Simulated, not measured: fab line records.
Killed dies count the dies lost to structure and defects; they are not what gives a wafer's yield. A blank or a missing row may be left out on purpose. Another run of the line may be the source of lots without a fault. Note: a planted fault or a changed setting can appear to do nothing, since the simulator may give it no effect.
A lot that was struck, set against a sound lot ; flow sfqLine ; 14 steps out of a route of 325
Sound: these wafers, L665.1, L665.2, L665.6. Struck: wafer L677.5 (L677.1, L677.6, from the same lot, were not struck and are left out); the cause is given at the end.
At each step with rows: each side's tool, then ch and its chambers, then its first start. Under that, the readings that differ: sound wafers ; struck wafers ; difference of the means ; sigmas: that difference in standard deviations of wafers without a fault.
alike: readings with means less than 2 such deviations apart, plus words and numbers identical on both sides. not compared: withheld readings, readings lacking a value on some wafer, bounds such as >300 that could conceal the same value, and numbers that have no deviation in the record and whose values overlap.
The two part at a step that has a row with sigmas, a row that says differs or no value, or rows on one side only. When numbers do not overlap yet have no deviation, they are printed without sigmas and do not part them. Lack of a reading on every wafer of one side parts them only where that side has two or more wafers.

first, 2 steps without rows for these wafers: SFQ_TRILAYER_I6_VIA_STRIP_SOLV_CLEAN_174 (cleans in NMP, time 600 s); SFQ_TRILAYER_M7_DEP_PRE_CLEAN_176 (time 22.5 s).
SFQ_TRILAYER_M7_DEP_SPUTTER_175: material Nb, target thk 200 nm, time 133.3 s.
  sound on pvdSputter-04, day 61 18:49; struck on pvdSputter-03, day 67 19:16
reading;sound;struck;difference;sigmas
throttleValvePct (%);29.9 30.8 30.2;28.9;-1.4;-2
SFQ_M7_RS_MEAS_943: measures by four-point-probe.
  sound on filmMetro-03, day 61 18:55; struck on filmMetro-01, day 67 19:22
  alike: M7_NB_RS
then, 6 steps without rows for these wafers: SFQ_TRILAYER_M7_LITHO_COAT_182 (resist thk 62 nm); SFQ_TRILAYER_M7_LITHO_COAT_177 (resist thk 600 nm); SFQ_TRILAYER_M7_LITHO_SOFTBAKE_181; SFQ_TRILAYER_M7_LITHO_EXPOSE_178 (exposes mask M7, target cd 500 nm); SFQ_TRILAYER_M7_LITHO_PEB_180 (peb time 60 s); SFQ_TRILAYER_M7_LITHO_DEVELOP_179 (time 60 s).
SFQ_M7_OVL_MEAS_945:
  sound on overlay-01, day 66 09:13; struck on overlay-02, day 67 22:51
  alike: M7_OVL
SFQ_TRILAYER_M7_BARC_OPEN_METAL_ETCH_229: etches BARC in O2, target depth 125 nm, time 41.7 s.
  sound on rieMetal-01 ch 0,1, day 66 09:16; struck on rieMetal-01 ch 0, day 67 22:53
reading;sound;struck;difference;sigmas
rfFwdPowerW (W);597.9 591.3 593.0;688.8;+94.7;+43
model.KrF_of_TRILAYER_M7_LITHO_COAT_177.thkNm (nm);525.6 523.1 524.2;516.1;-8.2;
  alike: drypumpMotorCurrentA, oesProductAu
  not compared: rfHoursCounterH
SFQ_TRILAYER_M7_ETCH_METAL_ETCH_180: etches Nb in Cl2/Ar, stops on SiO2, target depth 240 nm, time 120 s.
  sound on rieMetal-01 ch 0,1, day 66 09:19; struck on rieMetal-01 ch 0, day 67 22:57
reading;sound;struck;difference;sigmas
model.KrF_of_TRILAYER_M7_LITHO_COAT_177.thkNm (nm);386.2 382.4 385.2;373.6;-11.0;
  alike: drypumpMotorCurrentA, oesProductAu, rfFwdPowerW
  not compared: rfHoursCounterH
SFQ_TRILAYER_M7_STRIP_STRIP_181: strips in O2.
  sound on rieMetal-01 ch 0,1, day 66 09:26; struck on rieMetal-01 ch 0, day 67 23:04
reading;sound;struck;difference;sigmas
oesProductAu (a.u.);1.006 1.012 1.004;0.986;-0.021;-3
  alike: drypumpMotorCurrentA
  not compared: rfHoursCounterH

WHERE THEY PART
Last at SFQ_TRILAYER_M7_STRIP_STRIP_181 as far as this record goes, first at SFQ_TRILAYER_M7_DEP_SPUTTER_175.

WHY: what the simulator had put in
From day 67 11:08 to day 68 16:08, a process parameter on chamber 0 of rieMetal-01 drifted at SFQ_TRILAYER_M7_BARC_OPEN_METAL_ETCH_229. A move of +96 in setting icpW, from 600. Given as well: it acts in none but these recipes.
